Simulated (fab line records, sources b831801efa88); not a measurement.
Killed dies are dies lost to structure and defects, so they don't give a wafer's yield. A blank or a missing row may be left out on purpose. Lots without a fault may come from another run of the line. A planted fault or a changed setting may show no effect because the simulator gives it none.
fab line records | flow gf180mcu
record lots=5 wafers=15 last_day=34
route steps=602 shown M1@323 V1@335
lots that met no fault: from a run of the same line without faults
start_h: hours from the record's first day to the start of the lot's first wafer shown | wait_h: hours since the lot's step before | " the same as in the row above | L1.1+2: a row that stands for several wafers | - no value, or no start given | * or withheld: withheld | < > ~ a bound
route shown NAME@n: a module of which the file shows steps, and the number in the route of the first | usual: mean/standard deviation of fault-free wafers | same: alike in all rows | chamber/n: place in a boat | sites: the reading at each site | _std_site: their standard deviation | _edge_site: outer sites' mean less inner sites' | radius_mm: how far each site lies from the wafer's centre | mask NAME#n: copy n | behind: the tool/chamber that last shaped the wafer | hold: why the lot was held/for how many hours/how that ended | device: the transistor (n, p or np) that didn't switch | end of line: the same wafers' tests at the end of the route | a step without rows: its recipe alone | killed: dies lost to structure and defects at the first sort, not the wafer's yield | map: a wafer's dies, x killed, . not, _ none there
set.NAME: the setting as run; set.NAME@STEP: as run at that earlier step | model.NAME: the simulator's own value behind a step, which no gauge read
lots at some steps of the route; a table a step, a row a wafer
services: from which hour (start_h, from the record's first day; less than 0 if before it) a tool's chamber was out of use, for how many hours, and why
## steps
# step GF_M1_HMDS_08
# recipe prime_time_s=60 prime_temp_c=120
# columns lot.wafer tool chamber start_h wait_h
L078.1+2+5 litho_track-02 0 397.86 0.1
L082.2+3+5 litho_track-03 0 446.54 0.1
L088.1+4+5 litho_track-04 0 506.97 0.1
L094.1+4+5 litho_track-02 0 555.36 0.1
L095.1+2+3 litho_track-02 0 565.06 0.1
# step GF_M1_COAT_09
# recipe resist=KrF spin_rpm=withheld resist_thk_nm=1000
# columns lot.wafer tool chamber start_h wait_h
L078.1+2+5 litho_track-02 0 398.01 0.1
L082.2+3+5 litho_track-03 0 446.69 0.1
L088.1+4+5 litho_track-04 0 507.12 0.1
L094.1+4+5 litho_track-02 0 555.51 0.1
L095.1+2+3 litho_track-02 0 565.21 0.1
# step GF_M1_SOFTBAKE_10
# recipe temp_c=130 time_s=60 resist=KrF
# columns lot.wafer tool chamber start_h wait_h
L078.1+2+5 litho_track-02 0 398.16 0.1
L082.2+3+5 litho_track-03 0 446.84 0.1
L088.1+4+5 litho_track-04 0 507.27 0.1
L094.1+4+5 litho_track-02 0 555.66 0.1
L095.1+2+3 litho_track-02 0 565.36 0.1
# step GF_M1_EXPOSE_11
# recipe mask_id=Metal1 target_cd_nm=230 na=0.68 source_shape=conventional sigma_outer=0.6 dose_mj=28
# columns lot.wafer tool chamber start_h wait_h mask
L078.1+2+5 krf_scanner-02 0 - - Metal1#0
L082.2+3+5 krf_scanner-02 0 - - Metal1#0
L088.1+4+5 krf_scanner-01 0 - - Metal1#0
L094.1+4+5 krf_scanner-02 0 - - Metal1#0
L095.1+2+3 krf_scanner-02 0 - - Metal1#0
# step GF_M1_PEB_12
# recipe peb_temp_c=135 peb_time_s=90 resist=KrF
# columns lot.wafer tool chamber start_h wait_h
L078.1+2+5 litho_track-03 0 - -
L082.2+3+5 litho_track-04 0 - -
L088.1+4+5 litho_track-04 0 - -
L094.1+4+5 litho_track-03 0 - -
L095.1+2+3 litho_track-02 0 - -
# step GF_M1_DEVELOP_13
# recipe develop_time_s=60 dev_temp_c=21
# columns lot.wafer tool chamber start_h wait_h
L078.1+2+5 litho_track-03 0 410.06 0.2
L082.2+3+5 litho_track-04 0 459.14 0.2
L088.1+4+5 litho_track-04 0 518.77 0.2
L094.1+4+5 litho_track-03 0 566.41 0.2
L095.1+2+3 litho_track-02 0 576.21 0.2
# step GF_M1_CD_MEAS_14
# recipe target_cd_nm=230
# usual cd_nm=230.3/1.3
# columns lot.wafer tool chamber start_h wait_h cd_nm
L078.1 cd_sem-02 - 410.21 0.1 230.5
L078.2 " - " " 230.8
L078.5 " - " " 229.8
L082.2 cd_sem-02 - 459.29 0.1 231.2
L082.3 " - " " 231.4
L082.5 " - " " 230.1
L088.1 cd_sem-01 - 518.92 0.1 231.0
L088.4 " - " " 231.3
L088.5 " - " " 231.4
L094.1 cd_sem-02 - 566.56 0.1 228.7
L094.4 " - " " 230.8
L094.5 " - " " 229.8
L095.1 cd_sem-01 - 576.36 0.1 233.0
L095.2 " - " " 232.4
L095.3 " - " " 233.4
# step GF_M1_OVL_MEAS_15
# usual M1_OVL=0/5
# columns lot.wafer tool chamber start_h wait_h M1_OVL[nm]
L078.1 overlay-02 - 410.33 0.1 -4
L078.2 " - " " -2
L078.5 " - " " -8
L082.2 overlay-01 - 459.39 0.1 -2
L082.3 " - " " -3
L082.5 " - " " -2
L088.1 overlay-02 - 519.04 0.1 -3
L088.4 " - " " -1
L088.5 " - " " -5
L094.1 overlay-02 - 566.68 0.1 -7
L094.4 " - " " -2
L094.5 " - " " -7
L095.1 overlay-01 - 576.48 0.1 -8
L095.2 " - " " 1
L095.3 " - " " -1
# step GF_M1_METAL_ETCH_16
# recipe chemistry=Cl2/BCl3 mask_material=KrF target_depth_nm=750.8 stop_on=SiO2 pressure_mtorr=8 icp_w=800 bias_w=140 Cl2_flow_sccm=80 bcl3_flow_sccm=40 time_s=125.1
# usual drypump_motor_current_A=6.06/0.25 oes_product_au=0.987/0.006 rf_fwd_power_W=796.4/2.7 throttle_valve_pct=28.233/0.01
# columns lot.wafer tool chamber start_h wait_h drypump_motor_current_A oes_product_au rf_fwd_power_W rf_hours_counter_h throttle_valve_pct
L078.1 rie_metal-03 1 410.37 0.0 6.39 0.977 799.9 2 28.234
L078.2 " 0 " " 5.72 1.000 794.2 7 28.222
L078.5 " 0 " " 5.74 0.984 793.7 - 28.237
L082.2 rie_metal-03 0 459.42 0.0 5.77 0.997 798.4 8 28.229
L082.3 " 1 " " 6.41 0.984 792.5 - 28.238
L082.5 " 0 " " 5.75 0.991 790.4 - 28.213
L088.1 rie_metal-03 1 519.07 0.0 6.40 0.987 795.1 4 28.239
L088.4 " 1 " " 6.41 0.981 793.8 - 28.231
L088.5 " 0 " " 5.73 0.994 800.0 - 28.196
L094.1 rie_metal-04 1 566.72 0.0 6.32 0.991 799.8 4 28.236
L094.4 " 1 " " 6.32 0.993 798.2 - 28.248
L094.5 " 1 " " 6.31 0.985 801.0 - 28.228
L095.1 rie_metal-04 1 576.52 0.0 6.33 0.984 795.6 5 28.232
L095.2 " 1 " " 6.28 0.990 796.8 - 28.238
L095.3 " 1 " " 6.30 0.981 798.0 - 28.213
# step GF_M1_STRIP_17
# recipe chemistry=O2/N2 power_w=1400 pressure_mtorr=1500 platen_temp_c=250 o2_flow_sccm=3000 n2_flow_sccm=300 overash_fraction=0.5
# usual drypump_motor_current_A=5.6/0.4 heater_power_w=338/24 oes_product_au=0.538/0.0047 platen_temp_c=250.03/0.19 strip_time_to_endpoint_s=7.41/0.043
# columns lot.wafer tool chamber start_h wait_h drypump_motor_current_A heater_power_w oes_product_au platen_temp_c rf_hours_counter_h strip_time_to_endpoint_s
L078.1 plasma_asher-03 0 410.50 0.1 5.9 306 0.539 249.85 71 7.46
L078.2 " 1 " " 6.0 360 0.537 249.89 71 7.35
L078.5 " 1 " " 6.0 368 0.530 249.95 - 7.36
L082.2 plasma_asher-03 1 459.55 0.1 6.0 348 0.535 249.78 3 7.40
L082.3 " 1 " " 6.0 344 0.545 249.97 - 7.49
L082.5 " 1 " " 6.0 348 0.532 250.03 - 7.39
L088.1 plasma_asher-03 0 519.20 0.1 5.9 328 0.542 250.14 10 7.42
L088.4 " 1 " " 6.0 350 0.542 249.94 - 7.42
L088.5 " 1 " " 6.0 357 0.529 249.85 - 7.39
L094.1 plasma_asher-02 1 566.97 0.2 5.6 349 0.530 249.80 79 7.42
L094.4 " 0 " " 4.8 305 0.541 249.97 - 7.41
L094.5 " 1 " " 5.7 346 0.536 249.82 - 7.47
L095.1 plasma_asher-03 0 576.77 0.2 5.9 326 0.530 250.14 17 7.46
L095.2 " 1 " " 6.0 361 0.537 249.94 17 7.42
L095.3 " 1 " " 6.0 347 0.543 250.12 - 7.42
# step GF_M1_STRIP_18
# recipe chemistry=post_etch_residue_remover time_s=1200 temp_c=72.5
# columns lot.wafer tool chamber start_h wait_h
L078.1+2+5 wet_bench-02 0 410.60 0.1
L082.2+3+5 wet_bench-02 0 459.65 0.1
L088.1+4+5 wet_bench-01 2 519.30 0.1
L094.1+4+5 wet_bench-02 2 567.07 0.1
L095.1+2+3 wet_bench-02 3 576.87 0.1
# step GF_M1_CLEAN_19
# recipe chemistry=DIW dry=n2_spin
# columns lot.wafer tool chamber start_h wait_h
L078.1+2+5 wet_bench-04 1 410.94 0.0
L082.2+3+5 wet_bench-04 3 460.03 0.0
L088.1+4+5 wet_bench-02 3 519.64 0.0
L094.1+4+5 wet_bench-04 2 567.42 0.0
L095.1+2+3 wet_bench-01 0 577.22 0.0
# step GF_V1_CVD_00
# recipe material=SiO2 target_thk_nm=600 sigma_open_frac=0.3 temp_c=400 time_s=100 sih4_flow_sccm=60 pressure_mtorr=6
# columns lot.wafer tool chamber start_h wait_h
L078.1+2+5 hdpcvd-01 0,2,1 411.03 0.0
L082.2+3+5 hdpcvd-02 1,2,0 460.12 0.0
L088.1+4+5 hdpcvd-01 0,1,0 519.74 0.0
L094.1+4+5 hdpcvd-02 0,2,0 567.51 0.0
L095.1+2+3 hdpcvd-01 0,1,1 577.31 0.0
# step GF_V1_THK_MEAS_01
# recipe reads=SiO2_of_V1_CVD_00
# usual V1_CVD_00_THK=598/6.4
# columns lot.wafer tool chamber start_h wait_h V1_CVD_00_THK[nm]
L078.1 film_metro-03 - 411.10 0.0 602
L078.2 " - " " 608
L078.5 " - " " 604
L082.2 film_metro-02 - 460.20 0.0 590
L082.3 " - " " 596
L082.5 " - " " 604
L088.1 film_metro-02 - 519.84 0.1 592
L088.4 " - " " 592
L088.5 " - " " 589
L094.1 film_metro-04 - 567.58 0.0 609
L094.4 " - " " 607
L094.5 " - " " 611
L095.1 film_metro-02 - 577.42 0.1 594
L095.2 " - " " 595
L095.3 " - " " 590
# step GF_V1_CVD_02
# recipe material=SiO2 target_thk_nm=850 precursor=TEOS temp_c=400 time_s=94.851 rf_w=600
# usual heater_power_w=671/93 rf_fwd_power_W=596.3/2
# columns lot.wafer tool chamber start_h wait_h heater_power_w rf_fwd_power_W
L078.1 pecvd-01 1 411.16 0.1 664 599.0
L078.2 " 0 " " 812 595.2
L078.5 " 0 " " 862 595.1
L082.2 pecvd-02 2 460.25 0.0 603 596.0
L082.3 " 0 " " 645 595.4
L082.5 " 0 " " 524 595.9
L088.1 pecvd-01 1 519.90 0.1 666 593.9
L088.4 " 2 " " 585 596.0
L088.5 " 1 " " 714 592.4
L094.1 pecvd-01 1 567.64 0.1 729 597.7
L094.4 " 2 " " 587 594.4
L094.5 " 1 " " 746 598.0
L095.1 pecvd-02 1 577.48 0.1 690 595.1
L095.2 " 0 " " 651 596.6
L095.3 " 2 " " 635 594.9
# step GF_V1_THK_MEAS_03
# recipe reads=SiO2_of_V1_CVD_02
# usual V1_CVD_02_THK=850/11
# columns lot.wafer tool chamber start_h wait_h V1_CVD_02_THK[nm]
L078.1 film_metro-02 - 411.23 0.0 841
L078.2 " - " " 855
L078.5 " - " " 854
L082.2 film_metro-04 - 460.33 0.0 849
L082.3 " - " " 855
L082.5 " - " " 864
L088.1 film_metro-03 - 519.97 0.0 840
L088.4 " - " " 857
L088.5 " - " " 852
L094.1 film_metro-02 - 567.71 0.0 819
L094.4 " - " " 853
L094.5 " - " " 842
L095.1 film_metro-04 - 577.54 0.0 832
L095.2 " - " " 851
L095.3 " - " " 839
# step GF_V1_CMP_04
# recipe material=SiO2 down_force_psi=4 platen_rpm=60 pad_velocity_m_s=0.94248
# usual motor_current_A=11.5/0.95 retaining_ring_pressure_frac=1.000/0.0053 slurry_flow_ml_min=149.9/0.47 time_to_endpoint_s=80/5
# columns lot.wafer tool chamber start_h wait_h motor_current_A retaining_ring_pressure_frac slurry_flow_ml_min time_to_endpoint_s
L078.1 cmp-02 1 411.29 0.1 12.8 0.991 149.5 78
L078.2 " 2 " " 10.6 1.009 149.1 80
L078.5 " 2 " " 10.4 1.001 149.7 80
L082.3 cmp-02 1 460.48 0.1 12.4 1.006 150.3 87
L082.2 " 2 " " 10.6 1.000 149.7 87
L082.5 " 0 " " 12.2 0.996 149.7 87
L088.4 cmp-02 0 520.13 0.1 11.3 1.002 148.8 82
L088.1 " 1 " " 12.8 0.998 149.9 82
L088.5 " 2 " " 10.6 0.999 149.5 81
L094.1 cmp-01 0 567.87 0.1 10.7 0.997 149.9 66
L094.4 " 1 " " 12.2 1.000 149.4 82
L094.5 " 3 " " 11.0 1.002 149.1 78
L095.2 cmp-02 2 577.60 0.0 10.1 1.009 149.9 81
L095.1 " 3 " " 10.7 0.991 149.6 72
L095.3 " 1 " " 12.6 0.994 150.0 79
# step GF_V1_BOW_MEAS_05
# recipe mode=bow
# usual V1_BOW=83/7.9
# columns lot.wafer tool chamber start_h wait_h V1_BOW[um]
L078.1 film_metro-03 - 411.59 0.2 90
L078.2 " - " " 81
L078.5 " - " " 86
L082.2 film_metro-03 - 460.70 0.1 84
L082.3 " - " " 80
L082.5 " - " " 83
L088.1 film_metro-02 - 520.33 0.1 87
L088.4 " - " " 85
L088.5 " - " " 87
L094.1 film_metro-03 - 568.07 0.1 77
L094.4 " - " " 72
L094.5 " - " " 72
L095.1 film_metro-02 - 577.96 0.3 80
L095.2 " - " " 86
L095.3 " - " " 82
# step GF_V1_DEHYDRATE_06
# recipe temp_c=200 time_s=60
# columns lot.wafer tool chamber start_h wait_h
L078.1+2+5 litho_track-01 0 422.76 11.1
L082.2+3+5 litho_track-03 0 471.69 11.0
L088.1+4+5 litho_track-01 0 531.11 10.8
L094.1+4+5 litho_track-03 0 578.41 10.3
L095.1+2+3 litho_track-01 0 587.86 9.9
# step GF_V1_HMDS_07
# recipe prime_time_s=60 prime_temp_c=120
# columns lot.wafer tool chamber start_h wait_h
L078.1+2+5 litho_track-01 0 422.91 0.1
L082.2+3+5 litho_track-03 0 471.84 0.1
L088.1+4+5 litho_track-01 0 531.26 0.1
L094.1+4+5 litho_track-03 0 578.56 0.1
L095.1+2+3 litho_track-01 0 588.01 0.1
# step GF_V1_COAT_08
# recipe resist=BARC temp_c=withheld time_s=withheld spin_rpm=withheld resist_thk_nm=withheld
# columns lot.wafer tool chamber start_h wait_h
L078.1+2+5 litho_track-01 0 423.06 0.1
L082.2+3+5 litho_track-03 0 471.99 0.1
L088.1+4+5 litho_track-01 0 531.41 0.1
L094.1+4+5 litho_track-03 0 578.71 0.1
L095.1+2+3 litho_track-01 0 588.16 0.1
# step GF_V1_COAT_09
# recipe resist=KrF spin_rpm=withheld resist_thk_nm=1000
# columns lot.wafer tool chamber start_h wait_h
L078.1+2+5 litho_track-01 0 - -
L082.2+3+5 litho_track-03 0 - -
L088.1+4+5 litho_track-01 0 - -
L094.1+4+5 litho_track-03 0 - -
L095.1+2+3 litho_track-01 0 - -
# step GF_V1_SOFTBAKE_10
# recipe temp_c=130 time_s=60 resist=KrF
# columns lot.wafer tool chamber start_h wait_h
L078.1+2+5 litho_track-01 0 - -
L082.2+3+5 litho_track-03 0 - -
L088.1+4+5 litho_track-01 0 - -
L094.1+4+5 litho_track-03 0 - -
L095.1+2+3 litho_track-01 0 - -
# step GF_V1_EXPOSE_11
# recipe mask_id=Via1 target_cd_nm=260 na=0.68 source_shape=conventional sigma_outer=0.6 dose_mj=38
# columns lot.wafer tool chamber start_h wait_h mask
L078.1+2+5 krf_scanner-02 0 - - Via1#0
L082.2+3+5 krf_scanner-01 0 - - Via1#0
L088.1+4+5 krf_scanner-02 0 - - Via1#0
L094.1+4+5 krf_scanner-02 0 - - Via1#0
L095.1+2+3 krf_scanner-02 0 - - Via1#0
# step GF_V1_PEB_12
# recipe peb_temp_c=135 peb_time_s=90 resist=KrF
# columns lot.wafer tool chamber start_h wait_h
L078.1+2+5 litho_track-01 0 - -
L082.2+3+5 litho_track-03 0 - -
L088.1+4+5 litho_track-01 0 - -
L094.1+4+5 litho_track-03 0 - -
L095.1+2+3 litho_track-01 0 - -
# step GF_V1_DEVELOP_13
# recipe develop_time_s=60 resist=KrF dev_temp_c=21
# columns lot.wafer tool chamber start_h wait_h
L078.1+2+5 litho_track-01 0 435.56 0.2
L082.2+3+5 litho_track-03 0 484.64 0.2
L088.1+4+5 litho_track-01 0 543.16 0.2
L094.1+4+5 litho_track-03 0 589.51 0.2
L095.1+2+3 litho_track-01 0 599.26 0.2
# step GF_V1_CD_MEAS_14
# recipe target_cd_nm=260
# usual cd_nm=259.9/1.2
# columns lot.wafer tool chamber start_h wait_h cd_nm
L078.1 cd_sem-01 - 435.71 0.1 258.8
L078.2 " - " " 259.7
L078.5 " - " " 258.5
L082.2 cd_sem-01 - 484.78 0.1 259.6
L082.3 " - " " 258.8
L082.5 " - " " 258.4
L088.1 cd_sem-02 - 543.31 0.1 260.0
L088.4 " - " " 258.9
L088.5 " - " " 259.7
L094.1 cd_sem-02 - 589.66 0.1 261.5
L094.4 " - " " 261.7
L094.5 " - " " 261.5
L095.1 cd_sem-01 - 599.41 0.1 257.3
L095.2 " - " " 257.6
L095.3 " - " " 259.6
# step GF_V1_OVL_MEAS_15
# usual V1_OVL=1/4.8
# columns lot.wafer tool chamber start_h wait_h V1_OVL[nm]
L078.1 overlay-02 - 435.83 0.1 -3
L078.2 " - " " -4
L078.5 " - " " -9
L082.2 overlay-01 - 484.89 0.1 -6
L082.3 " - " " -4
L082.5 " - " " -5
L088.1 overlay-01 - 543.43 0.1 -1
L088.4 " - " " -3
L088.5 " - " " 2
L094.1 overlay-01 - 589.78 0.1 1
L094.4 " - " " 6
L094.5 " - " " -2
L095.1 overlay-02 - 599.53 0.1 3
L095.2 " - " " 6
L095.3 " - " " 2
# step GF_V1_ETCH_16
# recipe chemistry=N2/H2 target_depth_a=withheld overetch_a=withheld time_s=withheld target=BARC ion_energy_ev=200 source_w=500 bias_w=100 pressure_mtorr=30 n2_flow_sccm=100 h2_flow_sccm=200
# usual drypump_motor_current_A=5.6/0.38 oes_product_au=0.855/0.0045 rf_fwd_power_W=496.0/1.7 throttle_valve_pct=13.224/0.0085
# columns lot.wafer tool chamber start_h wait_h drypump_motor_current_A oes_product_au rf_fwd_power_W throttle_valve_pct
L078.1 rie_diel-03 3 435.87 0.0 5.9 0.856 497.2 13.237
L078.2 " 1 " " 5.4 0.848 496.7 13.234
L078.5 " 0 " " 5.6 0.856 497.0 13.215
L082.2 rie_diel-01 0 484.92 0.0 6.3 0.850 497.1 13.238
L082.3 " 1 " " 4.9 0.853 493.5 13.239
L082.5 " 3 " " 6.1 0.862 493.8 13.237
L088.1 rie_diel-01 0 543.46 0.0 6.3 0.860 499.3 13.237
L088.4 " 1 " " 4.9 0.849 494.7 13.233
L088.5 " 0 " " 6.3 0.856 496.5 13.222
L094.1 rie_diel-01 2 589.82 0.0 5.4 0.854 495.2 13.222
L094.4 " 1 " " 4.9 0.858 492.1 13.225
L094.5 " 1 " " 4.9 0.854 494.3 13.227
L095.1 rie_diel-03 0 599.56 0.0 5.6 0.855 497.3 13.220
L095.2 " 1 " " 5.4 0.858 497.7 13.209
L095.3 " 3 " " 5.9 0.853 498.5 13.232
# step GF_V1_ETCH_17
# recipe chemistry=C4F8/O2/Ar mask_material=KrF target=SiO2 stop_on=TiN source_w=1500 bias_w=1200 pressure_mtorr=40 c4f8_flow_sccm=withheld O2_flow_sccm=6 Ar_flow_sccm=300 time_s=withheld target_depth_a=6300
# usual oes_product_au=0.855/0.0051 rf_fwd_power_W=1494/4.5
# columns lot.wafer tool chamber start_h wait_h oes_product_au rf_fwd_power_W
L078.1 rie_diel-03 3 - - 0.854 1492
L078.2 " 1 " " 0.853 1493
L078.5 " 0 " " 0.857 1497
L082.2 rie_diel-01 0 - - 0.861 1497
L082.3 " 1 " " 0.858 1491
L082.5 " 3 " " 0.853 1489
L088.1 rie_diel-01 0 - - 0.852 1492
L088.4 " 1 " " 0.863 1487
L088.5 " 0 " " 0.856 1498
L094.1 rie_diel-01 2 - - 0.848 1499
L094.4 " 1 " " 0.856 1494
L094.5 " 1 " " 0.854 1486
L095.1 rie_diel-03 0 - - 0.860 1489
L095.2 " 1 " " 0.859 1493
L095.3 " 3 " " 0.854 1489
# step GF_V1_STRIP_18
# recipe chemistry=O2/N2 power_w=1400 pressure_mtorr=1500 platen_temp_c=250 o2_flow_sccm=3000 n2_flow_sccm=300 overash_fraction=0.5
# usual drypump_motor_current_A=5.6/0.36 heater_power_w=345/22 oes_product_au=0.592/0.0047 platen_temp_c=250.00/0.2
# columns lot.wafer tool chamber start_h wait_h drypump_motor_current_A heater_power_w oes_product_au platen_temp_c rf_hours_counter_h
L078.1 plasma_asher-01 1 435.99 - 5.2 324 0.597 249.78 82
L078.2 " 0 " " 5.7 383 0.585 250.06 82
L078.5 " 1 " " 5.2 337 0.594 249.78 -
L082.2 plasma_asher-03 0 485.05 - 5.9 328 0.585 249.78 6
L082.3 " 0 " " 5.9 333 0.594 249.55 -
L082.5 " 1 " " 6.0 351 0.600 249.92 -
L088.1 plasma_asher-03 0 543.59 - 5.9 322 0.587 250.08 12
L088.4 " 0 " " 5.9 325 0.600 250.10 -
L088.5 " 1 " " 6.0 350 0.588 249.90 -
L094.1 plasma_asher-01 0 589.94 - 5.7 376 0.590 249.96 93
L094.4 " 1 " " 5.3 328 0.589 250.17 -
L094.5 " 0 " " 5.7 381 0.595 249.99 -
L095.1 plasma_asher-02 0 599.69 - 4.8 308 0.590 249.93 82
L095.2 " 1 " " 5.6 344 0.590 249.93 82
L095.3 " 0 " " 4.8 319 0.597 249.98 -
# step GF_V1_STRIP_19
# recipe chemistry=post_etch_residue_remover time_s=1200 temp_c=72.5
# columns lot.wafer tool chamber start_h wait_h
L078.1+2+5 wet_bench-03 1 436.09 0.1
L082.2+3+5 wet_bench-03 1 485.15 0.1
L088.1+4+5 wet_bench-01 2 543.69 0.1
L094.1+4+5 wet_bench-01 1 590.04 0.1
L095.1+2+3 wet_bench-04 0 599.79 0.1
# step GF_V1_CLEAN_20
# recipe chemistry=DIW dry=n2_spin
# columns lot.wafer tool chamber start_h wait_h
L078.1+2+5 wet_bench-04 1 436.44 0.0
L082.2+3+5 wet_bench-04 3 485.49 0.0
L088.1+4+5 wet_bench-04 3 544.07 0.0
L094.1+4+5 wet_bench-04 3 590.42 0.0
L095.1+2+3 wet_bench-01 3 600.13 0.0
# step GF_V1_SPUTTER_21
# recipe material=Ti target_thk_nm=15 chamber_pressure_pa=5 power_w=2500 substrate_temp_c=200 time_s=80.02
# usual cathode_dc_power_W=2500.0/0.42 substrate_temp_c=200.01/0.16 throttle_valve_pct=29.7/0.68
# columns lot.wafer tool chamber start_h wait_h cathode_dc_power_W substrate_temp_c throttle_valve_pct
L078.1 pvd_sputter-02 - 436.53 0.0 2499.5 200.25 30.8
L078.2 " - " " 2499.5 199.83 30.0
L078.5 " - " " 2499.8 199.91 29.6
L082.2 pvd_sputter-02 - 485.58 0.0 2500.7 199.93 30.1
L082.3 " - " " 2499.9 199.94 29.3
L082.5 " - " " 2500.3 199.98 29.5
L088.1 pvd_sputter-02 - 544.16 0.0 2499.9 199.96 29.4
L088.4 " - " " 2500.1 200.25 29.5
L088.5 " - " " 2500.1 199.95 30.0
L094.1 pvd_sputter-02 - 590.51 0.0 2500.0 199.99 29.6
L094.4 " - " " 2499.2 200.19 29.4
L094.5 " - " " 2500.1 199.87 30.1
L095.1 pvd_sputter-03 - 600.23 0.0 2500.1 199.83 30.5
L095.2 " - " " 2500.2 200.14 28.6
L095.3 " - " " 2500.2 200.22 28.5
# step GF_V1_SPUTTER_22
# recipe material=TiN target_thk_nm=10 chamber_pressure_pa=5 power_w=4000 time_s=40
# usual cathode_dc_power_W=3999.9/0.69 throttle_valve_pct=29.6/0.68
# columns lot.wafer tool chamber start_h wait_h cathode_dc_power_W throttle_valve_pct
L078.1 pvd_sputter-02 - 436.59 0.0 3999.6 30.8
L078.2 " - " " 3999.9 29.5
L078.5 " - " " 4000.5 29.3
L082.2 pvd_sputter-02 - 485.64 0.0 3999.3 29.8
L082.3 " - " " 3999.1 29.7
L082.5 " - " " 3999.2 29.4
L088.1 pvd_sputter-02 - 544.22 0.0 3999.4 29.3
L088.4 " - " " 3999.8 29.4
L088.5 " - " " 3999.4 29.9
L094.1 pvd_sputter-02 - 590.57 0.0 4000.9 29.6
L094.4 " - " " 3999.8 29.3
L094.5 " - " " 3999.6 30.0
L095.1 pvd_sputter-03 - 600.29 0.0 4000.0 30.6
L095.2 " - " " 3999.0 28.6
L095.3 " - " " 3998.3 28.7
# step GF_V1_CVD_23
# recipe material=W target_thk_nm=350 time_s=105.05 temp_c=400 pressure_torr=40
# usual chamber_pressure_Torr=39.99/0.09 heater_power_w=895/58
# columns lot.wafer tool chamber start_h wait_h chamber_pressure_Torr heater_power_w
L078.1 cvd_w-02 1 436.63 0.0 39.90 956
L078.2 " 0 " " 40.05 820
L078.5 " 1 " " 40.01 960
L082.2 cvd_w-02 1 485.68 0.0 39.93 944
L082.3 " 0 " " 40.21 832
L082.5 " 1 " " 39.79 946
L088.1 cvd_w-02 1 544.26 0.0 39.94 981
L088.4 " 0 " " 40.01 831
L088.5 " 1 " " 40.07 956
L094.1 cvd_w-01 0 590.61 0.0 40.05 875
L094.4 " 0 " " 39.99 870
L094.5 " 0 " " 40.01 890
L095.1 cvd_w-02 1 600.33 0.0 40.06 974
L095.2 " 0 " " 39.91 832
L095.3 " 0 " " 40.01 808
# step GF_V1_RS_MEAS_24
# recipe thk_meas_gauge=four-point-probe reads=W_of_V1_CVD_23+TiN_of_V1_SPUTTER_22+Ti_of_V1_SPUTTER_21
# usual V1_W_RS=0.329/0.0034
# columns lot.wafer tool chamber start_h wait_h V1_W_RS[ohm/sq]
L078.1 film_metro-03 - 436.74 0.1 0.326
L078.2 " - " " 0.327
L078.5 " - " " 0.329
L082.2 film_metro-04 - 485.81 0.1 0.328
L082.3 " - " " 0.328
L082.5 " - " " 0.329
L088.1 film_metro-03 - 544.37 0.1 0.325
L088.4 " - " " 0.328
L088.5 " - " " 0.327
L094.1 film_metro-04 - 590.72 0.1 0.329
L094.4 " - " " 0.331
L094.5 " - " " 0.333
L095.1 film_metro-02 - 600.44 0.1 0.328
L095.2 " - " " 0.335
L095.3 " - " " 0.334
# step GF_V1_THK_MEAS_25
# recipe thk_meas_gauge=xrf reads=W_of_V1_CVD_23
# usual V1_W_THK=358/5
# columns lot.wafer tool chamber start_h wait_h V1_W_THK[nm]
L078.1 film_metro-03 - 436.86 0.1 359
L078.2 " - " " 360
L078.5 " - " " 359
L082.2 film_metro-04 - 485.92 0.1 360
L082.3 " - " " 359
L082.5 " - " " 360
L088.1 film_metro-03 - 544.49 0.1 367
L088.4 " - " " 361
L088.5 " - " " 363
L094.1 film_metro-04 - 590.84 0.1 353
L094.4 " - " " 352
L094.5 " - " " 349
L095.1 film_metro-02 - 600.56 0.1 353
L095.2 " - " " 347
L095.3 " - " " 346
# step GF_V1_CMP_26
# recipe stop_on=SiO2 down_force_psi=3.5 platen_rpm=60 t_overpolish_s=15 target_thk_nm=0 pad_velocity_m_s=0.94248
# usual motor_current_A=10.6/0.89 overpolish_run_s=14.999/0.01 retaining_ring_pressure_frac=1.001/0.0048 slurry_flow_ml_min=150.0/0.51 time_to_endpoint_s=83/3.6
# same t_overpolish_s=15
# columns lot.wafer tool chamber start_h wait_h motor_current_A overpolish_run_s retaining_ring_pressure_frac slurry_flow_ml_min time_to_endpoint_s
L078.2 cmp-02 2 437.02 0.1 9.5 14.997 0.999 150.3 91
L078.1 " 3 " " 10.3 15.019 1.007 150.1 87
L078.5 " 0 " " 11.0 14.994 0.991 150.5 86
L082.3 cmp-01 0 486.02 0.1 9.5 14.985 1.008 150.0 80
L082.2 " 2 " " 11.2 14.999 1.000 150.6 85
L082.5 " 0 " " 10.0 15.004 1.010 149.9 80
L088.1 cmp-02 2 544.55 0.1 9.6 15.004 1.000 150.0 87
L088.4 " 0 " " 10.6 14.999 1.004 150.3 82
L088.5 " 2 " " 9.3 15.001 0.994 150.7 86
L094.1 cmp-01 0 590.90 0.1 9.9 15.005 0.996 150.0 81
L094.4 " 2 " " 11.6 14.993 1.006 149.1 88
L094.5 " 1 " " 11.2 14.995 0.999 149.8 82
L095.2 cmp-02 0 600.62 0.0 10.3 14.999 0.997 149.6 79
L095.1 " 2 " " 9.8 14.994 0.999 150.7 83
L095.3 " 3 " " 10.4 15.018 0.999 150.6 80
## services
# columns tool chamber start_h hours kind
krf_scanner-02 - 375.51 2.2 repair
cmp-02 - 404.00 4.0 pm
krf_scanner-02 - 406.89 1.3 pm
rie_diel-03 - 411.47 1.1 repair
wet_bench-02 - 413.24 1.9 pm
plasma_asher-03 - 421.25 9.0 pm
cmp-02 - 424.36 4.6 repair
rie_diel-03 - 427.10 0.1 repair
wet_bench-01 - 427.18 37.8 pm
cmp-02 - 432.24 4.4 pm
krf_scanner-02 - 447.33 4.4 pm
krf_scanner-02 - 454.28 0.6 repair
rie_diel-03 - 469.02 2.8 pm
plasma_asher-03 - 481.91 1.9 repair
krf_scanner-02 - 495.96 1.0 pm
rie_diel-01 1 498.70 8.6 repair
cmp-02 - 499.16 1.8 repair
krf_scanner-02 - 521.28 0.8 pm
rie_diel-01 1 521.40 4.0 repair
cmp-02 - 537.79 0.9 repair
rie_diel-01 2 569.72 16.8 repair
krf_scanner-02 - 572.27 4.4 pm
krf_scanner-02 - 582.79 1.3 pm
krf_scanner-02 - 594.07 1.2 repair
## key
fault none
